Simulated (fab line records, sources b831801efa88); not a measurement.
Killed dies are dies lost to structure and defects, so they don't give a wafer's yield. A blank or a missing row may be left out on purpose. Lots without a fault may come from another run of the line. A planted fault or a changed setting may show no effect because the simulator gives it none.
fab line records | flow sky130
record lots=6 wafers=18 last_day=49
route steps=708 shown POLY_GATE@222 PAD_OPEN@708
lots that met no fault: from a run of the same line without faults
start_h: hours from the record's first day to the start of the lot's first wafer shown | wait_h: hours since the lot's step before | " the same as in the row above | L1.1+2: a row that stands for several wafers | - no value, or no start given | * or withheld: withheld | < > ~ a bound
route shown NAME@n: a module of which the file shows steps, and the number in the route of the first | usual: mean/standard deviation of fault-free wafers | same: alike in all rows | chamber/n: place in a boat | sites: the reading at each site | _std_site: their standard deviation | _edge_site: outer sites' mean less inner sites' | radius_mm: how far each site lies from the wafer's centre | mask NAME#n: copy n | behind: the tool/chamber that last shaped the wafer | hold: why the lot was held/for how many hours/how that ended | device: the transistor (n, p or np) that didn't switch | end of line: the same wafers' tests at the end of the route | a step without rows: its recipe alone | killed: dies lost to structure and defects at the first sort, not the wafer's yield | map: a wafer's dies, x killed, . not, _ none there
set.NAME: the setting as run; set.NAME@STEP: as run at that earlier step | model.NAME: the simulator's own value behind a step, which no gauge read
lots at some steps of the route; a table a step, a row a wafer
services: from which hour (start_h, from the record's first day; less than 0 if before it) a tool's chamber was out of use, for how many hours, and why
## steps
# step SKY_POLY_GATE_COAT_08
# recipe resist=KrF-thick spin_rpm=3000 resist_thk_nm=450
# step SKY_POLY_GATE_SOFTBAKE_09
# recipe temp_c=100 time_s=90 resist=KrF-thick
# step SKY_POLY_GATE_EXPOSE_10
# recipe mask_id=P1M na=0.68 source_shape=conventional sigma_outer=0.6 target_cd_nm=150 dose_mj=28
# step SKY_POLY_GATE_PEB_11
# recipe peb_temp_c=withheld peb_time_s=withheld resist=KrF-thick
# step SKY_POLY_GATE_DEVELOP_12
# recipe develop_time_s=60 resist=KrF-thick dev_temp_c=21
# step SKY_POLY_GATE_CD_MEAS_13
# recipe target_cd_nm=150
# usual cd_nm=150.0/1.3
# columns lot.wafer tool chamber start_h wait_h cd_nm
L686.1 cd_sem-01 - 413.71 - 149.3
L686.2 " - " " 149.5
L686.4 " - " " 148.9
L692.4 cd_sem-02 - 471.12 - 149.8
L692.5 " - " " 150.5
L692.6 " - " " 150.1
L693.2 cd_sem-01 - 473.53 - 148.6
L693.4 " - " " 148.3
L693.6 " - " " 149.6
L694.1 cd_sem-01 - 484.33 - 151.6
L694.2 " - " " 150.1
L694.5 " - " " 151.7
L699.1 cd_sem-02 - 527.93 - 149.9
L699.3 " - " " 150.8
L699.4 " - " " 150.3
L701.1 cd_sem-02 - 544.16 - 147.8
L701.5 " - " " 149.5
L701.6 " - " " 148.1
# step SKY_POLY_GATE_OVL_MEAS_14
# usual POLY_GATE_OVL=-1/7.6
# columns lot.wafer tool chamber start_h wait_h POLY_GATE_OVL[nm]
L686.1 overlay-02 - 413.83 0.1 0
L686.2 " - " " 7
L686.4 " - " " 5
L692.4 overlay-01 - 471.20 0.1 -1
L692.5 " - " " 3
L692.6 " - " " -2
L693.2 overlay-01 - 473.63 0.1 -4
L693.4 " - " " -2
L693.6 " - " " -7
L694.1 overlay-02 - 484.45 0.1 -5
L694.2 " - " " 0
L694.5 " - " " -3
L699.1 overlay-01 - 528.05 0.1 -4
L699.3 " - " " -5
L699.4 " - " " -7
L701.1 overlay-02 - 544.28 0.1 -8
L701.5 " - " " -4
L701.6 " - " " -3
# step SKY_POLY_GATE_ETCH_15
# recipe chemistry=N2/H2 target=BARC ion_energy_ev=200 source_w=500 bias_w=100 pressure_mtorr=30 n2_flow_sccm=100 h2_flow_sccm=200 stop_on=SiO2 time_s=118.5 target_depth_a=1100
# usual drypump_motor_current_A=5.6/0.45 oes_product_au=0.715/0.0045 throttle_valve_pct=13.213/0.0091
# columns lot.wafer tool chamber start_h wait_h drypump_motor_current_A oes_product_au rf_hours_counter_h throttle_valve_pct
L686.1 rie_diel-01 3 413.86 0.0 6.2 0.713 8 13.198
L686.2 " 0 " " 5.0 0.708 3 13.233
L686.4 " 1 " " 5.4 0.722 1 13.215
L692.4 rie_diel-01 2 471.21 0.0 5.9 0.711 68 13.219
L692.5 " 3 " " 6.2 0.718 - 13.214
L692.6 " 0 " " 5.0 0.713 - 13.209
L693.2 rie_diel-02 0 473.66 0.0 5.1 0.710 1 13.211
L693.4 " 3 " " 6.1 0.716 2 13.208
L693.6 " 2 " " 5.7 0.717 - 13.220
L694.1 rie_diel-01 2 484.48 0.0 5.9 0.715 68 13.223
L694.2 " 3 " " 6.2 0.712 9 13.219
L694.5 " 2 " " 5.9 0.719 - 13.208
L699.1 rie_diel-01 0 528.08 0.0 5.0 0.714 6 13.227
L699.3 " 3 " " 6.2 0.711 10 13.212
L699.4 " 2 " " 5.9 0.706 69 13.208
L701.1 rie_diel-02 3 544.31 0.0 6.1 0.717 3 13.220
L701.5 " 2 " " 5.7 0.708 - 13.202
L701.6 " 1 " " 5.5 0.727 - 13.205
# step SKY_POLY_GATE_ETCH_16
# recipe stop_on=poly-Si chemistry=CH3F/O2 target=Si3N4 source_w=400 bias_w=80 pressure_mtorr=25 ch3f_flow_sccm=40 O2_flow_sccm=30 time_s=147.5 target_depth_a=750
# usual drypump_motor_current_A=5.6/0.45 oes_product_au=0.639/0.0059 throttle_valve_pct=10.535/0.0093
# columns lot.wafer tool chamber start_h wait_h drypump_motor_current_A oes_product_au rf_hours_counter_h throttle_valve_pct
L686.1 rie_diel-01 3 413.95 0.0 6.2 0.632 8 10.531
L686.2 " 0 " " 5.0 0.640 4 10.528
L686.4 " 1 " " 5.4 0.652 1 10.539
L692.4 rie_diel-01 2 471.30 0.0 5.9 0.640 68 10.541
L692.5 " 3 " " 6.2 0.639 - 10.533
L692.6 " 0 " " 5.0 0.638 - 10.528
L693.2 rie_diel-02 0 473.75 0.0 5.1 0.642 1 10.539
L693.4 " 3 " " 6.1 0.640 2 10.539
L693.6 " 2 " " 5.7 0.643 - 10.536
L694.1 rie_diel-01 2 484.57 0.0 5.9 0.634 68 10.532
L694.2 " 3 " " 6.2 0.645 9 10.533
L694.5 " 2 " " 6.0 0.642 - 10.530
L699.1 rie_diel-01 0 528.17 0.0 5.0 0.631 6 10.520
L699.3 " 3 " " 6.1 0.633 10 10.539
L699.4 " 2 " " 5.9 0.630 69 10.556
L701.1 rie_diel-02 3 544.40 0.0 6.1 0.641 3 10.535
L701.5 " 2 " " 5.7 0.632 - 10.534
L701.6 " 1 " " 5.5 0.632 - 10.549
# step SKY_POLY_GATE_ETCH_17
# recipe target_depth_nm=180 stop_on=SiO2 over_etch_frac=0.56667 chemistry=HBr/Cl2 target=poly-Si icp_w=400 bias_w=100 pressure_mtorr=10 HBr_flow_sccm=150 Cl2_flow_sccm=50 time_s=70.5
# usual drypump_motor_current_A=5.5/0.38 oes_product_au=0.986/0.008 throttle_valve_pct=33.684/0.0087
# columns lot.wafer tool chamber start_h wait_h drypump_motor_current_A oes_product_au rf_hours_counter_h throttle_valve_pct
L686.1 rie_si-02 0 414.04 0.0 5.5 0.974 37 33.690
L686.2 " 2 " " 5.0 0.978 2 33.678
L686.4 " 0 " " 5.5 0.982 - 33.693
L692.4 rie_si-01 1 471.39 0.0 5.4 0.991 2 33.676
L692.5 " 0 " " 5.3 0.998 - 33.686
L692.6 " 1 " " 5.4 0.999 - 33.674
L693.2 rie_si-02 1 473.84 0.0 5.3 0.985 7 33.686
L693.4 " 0 " " 5.5 0.979 38 33.681
L693.6 " 0 " " 5.5 0.978 - 33.686
L694.1 rie_si-01 2 484.67 0.0 6.2 0.991 19 33.699
L694.2 " 3 " " 6.0 0.975 0 33.684
L694.5 " 1 " " 5.4 0.992 - 33.682
L699.1 rie_si-02 3 528.27 0.0 5.3 0.978 2 33.692
L699.3 " 2 " " 5.0 0.986 3 33.687
L699.4 " 1 " " 5.4 0.983 7 33.669
L701.1 rie_si-02 2 544.49 0.0 4.9 0.987 3 33.696
L701.5 " 3 " " 5.3 0.988 - 33.682
L701.6 " 2 " " 5.0 0.997 - 33.668
# step SKY_POLY_GATE_STRIP_18
# recipe chemistry=O2/N2 power_w=1400 pressure_mtorr=1500 platen_temp_c=withheld o2_flow_sccm=3000 n2_flow_sccm=300 overash_fraction=0.5
# usual drypump_motor_current_A=5.7/0.47 oes_product_au=0.361/0.0049 strip_time_to_endpoint_s=3.17/0.044
# columns lot.wafer tool chamber start_h wait_h drypump_motor_current_A oes_product_au rf_hours_counter_h strip_time_to_endpoint_s
L686.1 plasma_asher-02 0 414.10 0.0 6.0 0.356 75 3.15
L686.2 " 1 " " 5.0 0.357 75 3.16
L686.4 " 1 " " 5.0 0.369 - 3.16
L692.4 plasma_asher-03 0 471.48 0.1 6.4 0.356 - 3.14
L692.5 " 1 " " 5.9 0.357 - 3.13
L692.6 " 0 " " 6.4 0.360 - 3.22
L693.2 plasma_asher-02 0 473.90 0.0 6.0 0.359 5 3.19
L693.4 " 1 " " 5.0 0.362 - 3.21
L693.6 " 1 " " 5.0 0.359 - 3.19
L694.1 plasma_asher-02 0 484.72 0.0 6.0 0.363 5 3.19
L694.2 " 1 " " 5.0 0.361 5 3.20
L694.5 " 0 " " 6.0 0.361 - 3.16
L699.1 plasma_asher-04 1 528.32 0.0 5.6 0.367 72 3.28
L699.3 " 1 " " 5.6 0.362 - 3.19
L699.4 " 0 " " 6.0 0.374 - 3.20
L701.1 plasma_asher-02 1 544.55 0.0 5.0 0.373 11 3.24
L701.5 " 0 " " 6.0 0.358 - 3.19
L701.6 " 1 " " 4.9 0.362 - 3.21
# step SKY_POLY_GATE_CLEAN_19
# recipe chemistry=SC1/SC2 mix=1:4:20 temp_c=70 time_s=150 dry=n2_spin
# step SKY_POLY_GATE_OXIDATION_20
# recipe temp_c=850 ambient=O2 stabilise_s=600 purge_s=300 target_thk_a=40 ox_time_s=899
# usual spike_tc_bottom_C=866.8/2.1 spike_tc_centre_C=851.0/1 spike_tc_lower_C=850.2/1 spike_tc_top_C=862.4/2.9 spike_tc_upper_C=848.3/1.2 zone_power_bottom_pct=23.4/0.4
# columns lot.wafer tool chamber start_h wait_h spike_tc_bottom_C spike_tc_centre_C spike_tc_lower_C spike_tc_top_C spike_tc_upper_C zone_power_bottom_pct model.SiO2_of_POLY_GATE_OXIDATION_20.thk_nm
L686.1 furnace-01 0 415.64 1.4 864.5 852.0 850.5 864.6 846.4 23.5 4.024
L686.2 " 0 " " 866.4 850.8 850.2 864.6 847.0 23.6 4.046
L686.4 " 0 " " 863.4 851.8 850.6 866.6 847.3 23.5 4.027
L692.4 furnace-01 0 471.60 0.0 886.0 873.4 871.9 888.4 869.0 25.2 5.172
L692.5 " 0 " " 886.9 873.4 872.7 887.7 869.7 25.6 5.261
L692.6 " 0 " " 885.7 874.4 873.1 886.6 869.6 24.7 5.153
L693.2 furnace-01 0 474.06 0.0 889.2 872.5 873.2 886.9 869.5 25.3 5.314
L693.4 " 0 " " 886.3 873.5 871.7 886.5 868.6 25.4 5.35
L693.6 " 0 " " 888.1 870.9 871.9 886.0 869.4 24.9 5.353
L694.1 furnace-02 0 484.87 0.0 869.2 851.6 849.9 860.4 848.2 23.1 4.015
L694.2 " 0 " " 870.2 852.7 850.7 859.1 849.7 22.9 4.015
L694.5 " 0 " " 870.4 853.9 848.9 859.5 849.4 23.1 3.997
L699.1 furnace-02 0 528.47 0.0 868.8 850.0 850.7 859.0 849.6 22.8 3.899
L699.3 " 0 " " 867.8 851.9 848.0 857.7 849.3 22.7 3.887
L699.4 " 0 " " 869.6 851.8 850.8 858.6 849.6 22.8 3.927
L701.1 furnace-02 0 544.75 0.0 869.2 850.5 852.4 859.7 850.0 23.0 3.879
L701.5 " 0 " " 869.2 852.3 850.3 857.9 850.1 22.9 3.819
L701.6 " 0 " " 868.7 851.8 851.5 857.6 849.3 23.4 3.877
# step SKY_POLY_GATE_THK_MEAS_21
# recipe reads=SiO2_of_POLY_GATE_OXIDATION_20
# usual POLY_GATE_OXIDATION_THK=3.95/0.073
# columns lot.wafer tool chamber start_h wait_h POLY_GATE_OXIDATION_THK[nm]
L686.1 film_metro-03 - 416.89 0.0 3.98
L686.2 " - " " 4.01
L686.4 " - " " 3.97
L692.4 film_metro-04 - 472.88 0.0 5.25
L692.5 " - " " 5.24
L692.6 " - " " 5.18
L693.2 film_metro-03 - 475.31 0.0 5.33
L693.4 " - " " 5.33
L693.6 " - " " 5.35
L694.1 film_metro-03 - 486.12 0.0 4.02
L694.2 " - " " 4.00
L694.5 " - " " 4.01
L699.1 film_metro-01 - 529.72 0.0 3.92
L699.3 " - " " 3.90
L699.4 " - " " 3.96
L701.1 film_metro-01 - 546.00 0.0 3.91
L701.5 " - " " 3.82
L701.6 " - " " 3.89
# step SKY_POLY_GATE_CD_MEAS_22
# usual cd_nm=150.4/2.4
# columns lot.wafer tool chamber start_h wait_h cd_nm
L686.1 cd_sem-02 - 416.95 0.1 149.2
L686.2 " - " " 153.0
L686.4 " - " " 151.6
L692.4 cd_sem-01 - 473.00 0.1 149.1
L692.5 " - " " 149.1
L692.6 " - " " 149.2
L693.2 cd_sem-01 - 475.39 0.1 150.8
L693.4 " - " " 149.4
L693.6 " - " " 153.1
L694.1 cd_sem-02 - 486.18 0.1 153.0
L694.2 " - " " 150.7
L694.5 " - " " 151.5
L699.1 cd_sem-01 - 529.78 0.1 149.7
L699.3 " - " " 148.2
L699.4 " - " " 153.1
L701.1 cd_sem-01 - 546.06 0.1 146.5
L701.5 " - " " 150.6
L701.6 " - " " 150.2
# step SKY_PAD_OPEN_PROBE_99
# usual killed_at_M0_to_M3=42/6.8 killed_at_M4_up=3.4/1.8 killed_at_contacts=25/5.7 killed_at_front_end=16/4.8 killed_at_other=0.2/0.39 killed_dies=87/9.6 killed_open=47/6.9 killed_short=40/6.3
# same gross_dies=492 killed_at_back_side=0
# columns lot.wafer tool chamber start_h wait_h killed_at_M0_to_M3 killed_at_M4_up killed_at_contacts killed_at_front_end killed_at_other killed_dies killed_open killed_short model.etest.tip_sonos.rs_ohm_sq model.etest.tip_p.rs_ohm_sq model.etest.tip_n.rs_ohm_sq model.etest.res_pdiff.rs_ohm_sq model.etest.res_ndiff.rs_ohm_sq
L686.1 prober-01 - 1107.43 0.1 33 1 24 18 0 76 33 43 2571 6883 444.8 199.3 121.4
L686.2 prober-01 - 1107.48 0.1 54 3 22 18 0 97 56 41 2529 6890 441.4 196.9 121.2
L686.4 prober-01 - 1107.58 0.2 52 5 17 23 0 97 54 43 2571 6938 443.2 197.7 121.5
L692.4 prober-02 - 1145.43 0.2 49 3 16 12 0 80 45 35 2878 7158 467.9 200.9 122
L692.5 prober-02 - 1145.48 0.2 45 3 25 21 0 94 50 44 2954 7152 468.7 200.4 123.3
L692.6 prober-02 - 1145.53 0.2 39 4 24 10 0 77 41 36 2898 7165 466.5 201.7 123.1
L693.2 prober-01 - 1146.32 0.1 37 1 21 9 0 68 37 31 2857 7030 465.1 204.2 123.1
L693.4 prober-01 - 1146.42 0.2 33 2 24 16 0 75 45 30 2888 6993 469.3 205.7 122.6
L693.6 prober-01 - 1146.52 0.2 57 4 23 24 0 108 52 56 2853 7078 463 203.9 122.3
L694.1 prober-02 - 1150.43 0.1 40 2 32 17 0 91 56 35 2671 6925 436.4 197.7 121.5
L694.2 prober-02 - 1150.48 0.1 39 1 31 11 1 83 47 36 2710 6900 438.7 198.8 121.4
L694.5 prober-02 - 1150.63 0.2 47 2 25 15 0 89 46 43 2692 6875 438.8 197.1 120.6
L699.1 prober-01 - 1176.89 0.1 38 3 26 11 0 78 47 31 2572 6819 441.8 193.3 119.5
L699.3 prober-01 - 1176.99 0.2 37 6 27 18 0 88 50 38 2536 6800 443.5 194 119.6
L699.4 prober-01 - 1177.04 0.2 39 4 35 13 0 91 43 48 2570 6848 443.8 195.2 119.5
L701.1 prober-01 - 1186.09 0.1 33 8 24 12 0 77 37 40 2589 6754 446.2 193.7 121.9
L701.5 prober-01 - 1186.29 0.2 47 4 24 11 0 86 39 47 2605 6818 444.3 194.2 120.7
L701.6 prober-01 - 1186.34 0.2 46 3 20 20 0 89 47 42 2615 6784 439.5 193.7 119.8
# killed by level:class
L686.1 CONTACT:geometric_particle:open=7 VIA1:geometric_particle:short=6 VIA1:geometric_particle:open=6 VIA2:geometric_particle:open=5 VIA2:geometric_particle:short=5 POLY_GATE:geometric_particle:short=4 LI_CONTACT:geometric_particle:open=4 LI_CONTACT:geometric_particle:short=4
L686.2 VIA1:geometric_particle:open=15 CONTACT:geometric_particle:open=11 VIA2:geometric_particle:open=9 VIA3:geometric_particle:open=8 FIELD_ISO:geometric_particle:short=7 VIA1:geometric_particle:short=6 METAL1:geometric_particle:short=5 METAL2:geometric_particle:short=5
L686.4 FIELD_ISO:geometric_particle:open=10 VIA3:geometric_particle:open=10 VIA2:geometric_particle:open=7 VIA1:geometric_particle:open=7 POLY_GATE:geometric_particle:short=6 LI_CONTACT:geometric_particle:open=6 METAL1:geometric_particle:short=5 METAL2:geometric_particle:short=5
L692.4 VIA1:geometric_particle:open=13 CONTACT:geometric_particle:open=11 VIA1:geometric_particle:short=7 VIA3:geometric_particle:open=7 METAL3:geometric_particle:short=6 FIELD_ISO:geometric_particle:short=4 POLY_GATE:geometric_particle:open=3 LI_CONTACT:geometric_particle:open=3
L692.5 VIA2:geometric_particle:open=9 POLY_GATE:geometric_particle:open=7 CONTACT:geometric_particle:short=7 CONTACT:geometric_particle:open=7 FIELD_ISO:geometric_particle:short=6 LI_CONTACT:geometric_particle:open=6 METAL2:geometric_particle:short=6 VIA3:geometric_particle:open=6
L692.6 LI_CONTACT:geometric_particle:open=9 CONTACT:geometric_particle:open=8 VIA1:geometric_particle:open=8 METAL3:geometric_particle:short=6 VIA2:geometric_particle:open=5 VIA1:geometric_particle:short=5 SPACER:geometric_particle:short=3 LI_CONTACT:geometric_particle:short=3
L693.2 VIA2:geometric_particle:open=11 CONTACT:geometric_particle:open=6 VIA1:geometric_particle:open=6 LI_CONTACT:geometric_particle:open=4 CONTACT:geometric_particle:short=4 METAL1:geometric_particle:short=4 LI_CONTACT:geometric_particle:short=3 METAL3:geometric_particle:short=3
L693.4 VIA1:geometric_particle:open=12 LI_CONTACT:geometric_particle:open=9 CONTACT:geometric_particle:open=8 FIELD_ISO:geometric_particle:short=4 POLY_GATE:geometric_particle:open=4 METAL2:geometric_particle:open=4 VIA2:geometric_particle:open=4 POLY_GATE:geometric_particle:short=3
L693.6 FIELD_ISO:geometric_particle:short=12 VIA2:geometric_particle:open=11 METAL1:geometric_particle:short=9 VIA1:geometric_particle:open=8 LI_CONTACT:geometric_particle:short=7 METAL2:geometric_particle:short=7 VIA1:geometric_particle:short=6 FIELD_ISO:geometric_particle:open=5
L694.1 CONTACT:geometric_particle:open=15 VIA3:geometric_particle:open=8 VIA2:geometric_particle:open=7 LI_CONTACT:geometric_particle:open=6 VIA1:geometric_particle:open=6 POLY_GATE:geometric_particle:open=5 CONTACT:geometric_particle:short=5 FIELD_ISO:geometric_particle:open=4
L694.2 LI_CONTACT:geometric_particle:open=9 CONTACT:geometric_particle:open=9 VIA2:geometric_particle:open=8 VIA1:geometric_particle:open=8 CONTACT:geometric_particle:short=6 VIA3:geometric_particle:open=6 LOCAL_INTERCONNECT:geometric_particle:short=5 VIA1:geometric_particle:short=5
L694.5 VIA1:geometric_particle:open=10 LI_CONTACT:geometric_particle:open=10 VIA2:geometric_particle:open=8 FIELD_ISO:geometric_particle:open=5 METAL1:geometric_particle:short=5 VIA1:geometric_particle:short=5 METAL2:geometric_particle:short=5 METAL3:geometric_particle:short=5
L699.1 VIA1:geometric_particle:open=11 CONTACT:geometric_particle:open=10 LI_CONTACT:geometric_particle:open=8 CONTACT:geometric_particle:short=5 METAL2:geometric_particle:short=4 VIA3:geometric_particle:open=4 FIELD_ISO:geometric_particle:open=3 POLY_GATE:geometric_particle:open=3
L699.3 VIA2:geometric_particle:open=11 CONTACT:geometric_particle:open=10 CONTACT:geometric_particle:short=8 VIA1:geometric_particle:open=6 VIA3:geometric_particle:open=5 SPACER:geometric_particle:short=4 LI_CONTACT:geometric_particle:open=4 FIELD_ISO:geometric_particle:short=3
L699.4 CONTACT:geometric_particle:short=14 VIA1:geometric_particle:open=9 LI_CONTACT:geometric_particle:open=7 CONTACT:geometric_particle:open=7 VIA3:geometric_particle:open=7 POLY_GATE:geometric_particle:short=4 LI_CONTACT:geometric_particle:short=4 METAL1:geometric_particle:short=4
L701.1 CONTACT:geometric_particle:open=10 VIA1:geometric_particle:open=8 METAL4:geometric_particle:short=7 METAL1:geometric_particle:short=5 CONTACT:geometric_particle:short=5 VIA1:geometric_particle:short=5 VIA2:geometric_particle:open=5 FIELD_ISO:geometric_particle:short=4
L701.5 METAL2:geometric_particle:short=9 VIA1:geometric_particle:short=9 LI_CONTACT:geometric_particle:open=8 CONTACT:geometric_particle:open=7 VIA1:geometric_particle:open=7 CONTACT:geometric_particle:short=6 VIA2:geometric_particle:open=6 VIA2:geometric_particle:short=5
L701.6 VIA1:geometric_particle:open=10 METAL2:geometric_particle:short=7 VIA1:geometric_particle:short=7 LI_CONTACT:geometric_particle:open=6 CONTACT:geometric_particle:open=6 POLY_GATE:geometric_particle:open=5 VIA2:geometric_particle:short=5 VIA3:geometric_particle:short=5
## services
# columns tool chamber start_h hours kind
rie_diel-01 2 392.36 5.3 repair
rie_diel-01 - 399.01 2.8 pm
furnace-01 - 399.68 2.9 pm
rie_diel-01 2 403.26 2.3 repair
rie_diel-01 1 405.51 4.4 repair
rie_si-01 - 405.71 14.6 pm
rie_si-02 1 412.45 3.0 repair
plasma_asher-02 - 421.25 9.0 pm
rie_si-02 - 433.85 0.1 repair
rie_si-01 0 464.82 3.3 repair
rie_si-01 1 466.82 3.1 repair
rie_diel-02 - 473.92 0.1 repair
furnace-01 - 475.88 8.5 pm
plasma_asher-02 - 478.23 3.8 repair
plasma_asher-02 - 491.20 1.4 repair
furnace-02 - 492.82 3.3 pm
rie_diel-02 1 506.67 3.2 repair
furnace-02 - 516.05 6.1 repair
rie_diel-02 3 518.29 5.2 repair
rie_si-01 2 520.99 15.9 repair
furnace-01 - 522.13 11.6 pm
rie_si-02 1 528.90 14.6 repair
rie_diel-02 - 529.25 0.8 repair
furnace-02 - 536.39 3.6 pm
## key
first_sign step=SKY_POLY_GATE_OXIDATION_20 reading=spike_tc_lower_C direction=up sigmas=22 usual=850.2 struck=872.4
effect step=SKY_POLY_GATE_OXIDATION_20 reading=spike_tc_centre_C direction=up sigmas=22 usual=851.0 struck=873.0
effect step=SKY_POLY_GATE_THK_MEAS_21 reading=POLY_GATE_OXIDATION_THK direction=up sigmas=18 usual=3.95 struck=5.28
model_effect step=SKY_POLY_GATE_OXIDATION_20 value=SiO2_of_POLY_GATE_OXIDATION_20.thk_nm without=4.024 struck=5.267
model_effect step=SKY_PAD_OPEN_PROBE_99 value=etest.tip_sonos.rs_ohm_sq without=2668 struck=2888
met_at SKY_POLY_GATE_OXIDATION_20
struck_wafers L692.4,L692.5,L692.6,L693.2,L693.4,L693.6
tester_left_out L692,L693
onset_between 415.64 471.60
fault kind=process_parameter_drift tool=furnace-01 chamber=- onset_h=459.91 steps=SKY_POLY_GATE_OXIDATION_20 channel=temp_c offset=* shape=step end_h=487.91 acts_in=* stated=*
# tester_left_out: of these lots the tester's yield and bins aren't shown, on N5 and GAA mostly nor the transistor test; their killed dies are dies lost to structure and defects alone, not to doping, threshold or leakage, so they don't give the yield
